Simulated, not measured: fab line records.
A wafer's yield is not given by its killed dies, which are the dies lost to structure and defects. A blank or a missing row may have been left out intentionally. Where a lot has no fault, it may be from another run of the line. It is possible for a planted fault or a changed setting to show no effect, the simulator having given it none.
Chamber matching -- flow sky130 -- 4 sister chambers for SKY_VIA2_CMP_02 on cmp-01
The step polishes SiO2. 4 wafers are shown with their chamber, then 12 later ones without.

== WAFERS WITH THEIR CHAMBER ==
wafer,chamber,motorCurrentA (A)
L089.3,1,11.7
L090.4,2,14.0
L093.1,3,10.8
L093.5,0,11.8

== WAFERS WITHOUT THEIR CHAMBER ==
wafer,motorCurrentA (A)
L093.2,13.8
L093.3,11.8
L093.6,10.5
L095.2,10.1
L095.4,11.9
L095.5,13.6
L095.1,12.4
L095.3,13.3
L095.6,11.7
L096.3,14.5
L096.4,11.3
L096.6,12.2

== EACH ONE'S CHAMBER ==
wafer,from the rows above,in truth
L093.2,2,2
L093.3,can't be placed: 0 or 1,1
L093.6,3,3
L095.2,3,3
L095.4,can't be placed: 0 or 1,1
L095.5,2,2
L095.1,can't be placed: 0 or 1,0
L095.3,can't be placed: 2 or 0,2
L095.6,can't be placed: 1 or 0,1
L096.3,2,2
L096.4,can't be placed: 1 or 0 or 3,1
L096.6,can't be placed: 0 or 1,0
Correctly placed: 5 of 12. These rows do not allow placing 7 (true chamber among the candidates in 7). 0 placed wrongly.
How it was worked out, from the rows above alone: a wafer's distance from a chamber is the root of the sum, over the readings, of the square of ((its reading less the chamber's mean) divided by the reading's scatter). The wafer belongs to the nearest chamber; if the next one is less than 2 further off, it can't be placed. The mean given for a chamber averages the wafers shown for that chamber. The scatter: with one shown wafer a chamber, the root of the mean of the squares of how far each hidden wafer lies from its nearest shown one.
